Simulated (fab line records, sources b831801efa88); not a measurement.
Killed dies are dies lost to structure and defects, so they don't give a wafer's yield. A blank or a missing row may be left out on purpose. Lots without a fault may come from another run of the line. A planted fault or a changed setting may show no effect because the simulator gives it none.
fab line records | flow gf180mcu
record lots=15 wafers=45 last_day=34
route steps=602 shown V3@429
lots that met no fault: from a run of the same line without faults
start_h: hours from the record's first day to the start of the lot's first wafer shown | wait_h: hours since the lot's step before | " the same as in the row above | L1.1+2: a row that stands for several wafers | - no value, or no start given | * or withheld: withheld | < > ~ a bound
route shown NAME@n: a module of which the file shows steps, and the number in the route of the first | usual: mean/standard deviation of fault-free wafers | same: alike in all rows | chamber/n: place in a boat | sites: the reading at each site | _std_site: their standard deviation | _edge_site: outer sites' mean less inner sites' | radius_mm: how far each site lies from the wafer's centre | mask NAME#n: copy n | behind: the tool/chamber that last shaped the wafer | hold: why the lot was held/for how many hours/how that ended | device: the transistor (n, p or np) that didn't switch | end of line: the same wafers' tests at the end of the route | a step without rows: its recipe alone | killed: dies lost to structure and defects at the first sort, not the wafer's yield | map: a wafer's dies, x killed, . not, _ none there
set.NAME: the setting as run; set.NAME@STEP: as run at that earlier step | model.NAME: the simulator's own value behind a step, which no gauge read
steps of the route over a sample of lots; a table a step, a row a wafer
services: from which hour (start_h, from the record's first day; less than 0 if before it) a tool's chamber was out of use, for how many hours, and why
## steps
# step GF_V3_CVD_00
# recipe material=SiO2 target_thk_nm=600 sigma_open_frac=0.3 temp_c=400 time_s=100 sih4_flow_sccm=60 pressure_mtorr=6
# usual pressure_mtorr=6.000/0.013 sih4_flow_sccm=60.00/0.17
# columns lot.wafer tool chamber start_h wait_h pressure_mtorr sih4_flow_sccm
L929.3 hdpcvd-01 1 489.28 0.0 5.991 59.76
L929.4 " 0 " " 5.975 60.10
L929.6 " 1 " " 5.995 59.98
L930.3 hdpcvd-01 1 498.38 0.0 6.002 60.21
L930.4 " 2 " " 5.976 59.97
L930.6 " 1 " " 6.019 60.02
L931.2 hdpcvd-02 2 502.28 0.0 6.005 59.91
L931.3 " 0 " " 5.992 59.96
L931.6 " 0 " " 6.014 59.84
L933.1 hdpcvd-02 0 525.73 0.0 5.995 59.92
L933.2 " 1 " " 6.006 59.97
L933.5 " 0 " " 5.994 60.06
L934.1 hdpcvd-02 1 533.56 0.0 5.991 59.95
L934.3 " 0 " " 6.005 59.72
L934.4 " 1 " " 6.017 59.84
L935.3 hdpcvd-02 0 537.27 0.0 6.003 60.16
L935.4 " 0 " " 5.994 60.02
L935.5 " 1 " " 6.005 59.98
L937.1 hdpcvd-02 0 559.00 0.0 5.998 60.06
L937.2 " 2 " " 5.989 60.00
L937.5 " 0 " " 6.008 60.11
L940.1 hdpcvd-01 0 581.83 0.0 5.988 59.98
L940.2 " 1 " " 6.031 59.89
L940.6 " 1 " " 5.994 59.91
L941.1 hdpcvd-01 2 590.59 0.0 5.988 60.31
L941.3 " 1 " " 6.009 60.21
L941.6 " 2 " " 5.981 60.27
L942.3 hdpcvd-02 1 595.08 0.0 5.987 60.22
L942.5 " 0 " " 5.981 59.95
L942.6 " 1 " " 5.988 60.08
L943.1 hdpcvd-02 0 605.30 0.0 6.008 60.03
L943.3 " 1 " " 6.025 60.08
L943.5 " 0 " " 6.015 59.98
L944.3 hdpcvd-02 1 609.96 0.0 6.026 60.22
L944.4 " 0 " " 6.000 60.05
L944.5 " 1 " " 6.025 59.78
L948.3 hdpcvd-01 0 643.62 0.0 5.999 51.03
L948.4 " 0 " " 6.009 51.07
L948.6 " 1 " " 5.995 50.18
L949.2 hdpcvd-01 2 654.84 0.0 5.975 51.02
L949.3 " 1 " " 5.990 51.08
L949.6 " 2 " " 6.000 50.84
L951.1 hdpcvd-01 2 665.30 0.0 6.003 51.02
L951.4 " 1 " " 5.983 50.64
L951.6 " 2 " " 6.010 51.14
# step GF_V3_THK_MEAS_01
# recipe reads=SiO2_of_V3_CVD_00
# usual V3_CVD_00_THK=601/6.5
# columns lot.wafer tool chamber start_h wait_h V3_CVD_00_THK[nm]
L929.3 film_metro-01 - 489.38 0.1 597
L929.4 " - " " 601
L929.6 " - " " 596
L930.3 film_metro-01 - 498.48 0.1 608
L930.4 " - " " 609
L930.6 " - " " 614
L931.2 film_metro-04 - 502.36 0.0 589
L931.3 " - " " 598
L931.6 " - " " 596
L933.1 film_metro-01 - 525.81 0.0 596
L933.2 " - " " 598
L933.5 " - " " 599
L934.1 film_metro-03 - 533.63 0.0 599
L934.3 " - " " 602
L934.4 " - " " 598
L935.3 film_metro-03 - 537.36 0.1 606
L935.4 " - " " 604
L935.5 " - " " 594
L937.1 film_metro-03 - 559.07 0.0 605
L937.2 " - " " 589
L937.5 " - " " 599
L940.1 film_metro-03 - 581.91 0.0 605
L940.2 " - " " 608
L940.6 " - " " 615
L941.1 film_metro-04 - 590.66 0.0 594
L941.3 " - " " 598
L941.6 " - " " 590
L942.3 film_metro-03 - 595.17 0.1 602
L942.5 " - " " 601
L942.6 " - " " 604
L943.1 film_metro-03 - 605.37 0.0 604
L943.3 " - " " 605
L943.5 " - " " 604
L944.3 film_metro-01 - 610.05 0.1 601
L944.4 " - " " 610
L944.5 " - " " 609
L948.3 film_metro-01 - 643.71 0.1 516
L948.4 " - " " 519
L948.6 " - " " 523
L949.2 film_metro-01 - 654.93 0.0 502
L949.3 " - " " 512
L949.6 " - " " 510
L951.1 film_metro-01 - 665.38 0.0 510
L951.4 " - " " 514
L951.6 " - " " 512
## services
# columns tool chamber start_h hours kind
hdpcvd-01 - 501.89 0.5 repair
hdpcvd-01 - 539.25 15.0 pm
hdpcvd-01 0 539.25 15.0 vent_cycle
hdpcvd-01 1 539.25 15.0 vent_cycle
hdpcvd-01 2 539.25 15.0 vent_cycle
hdpcvd-01 0 554.25 - clean
hdpcvd-01 1 554.25 - clean
hdpcvd-01 2 554.25 - clean
hdpcvd-02 - 565.43 2.8 pm
hdpcvd-02 - 654.14 2.8 repair
hdpcvd-02 - 661.20 6.0 pm
## key
first_sign step=GF_V3_CVD_00 reading=sih4_flow_sccm direction=down sigmas=53 usual=60.00 struck=50.89
effect step=GF_V3_THK_MEAS_01 reading=V3_CVD_00_THK direction=down sigmas=13 usual=601 struck=513
met_at GF_V3_CVD_00
struck_lots L948,L949,L951
onset_between 590.59 643.62
fault kind=process_parameter_drift tool=hdpcvd-01 chamber=- onset_h=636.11 steps=GF_V3_CVD_00 channel=sih4_flow_sccm offset=-9 shape=step end_h=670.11 acts_in=these_recipes_only stated=60
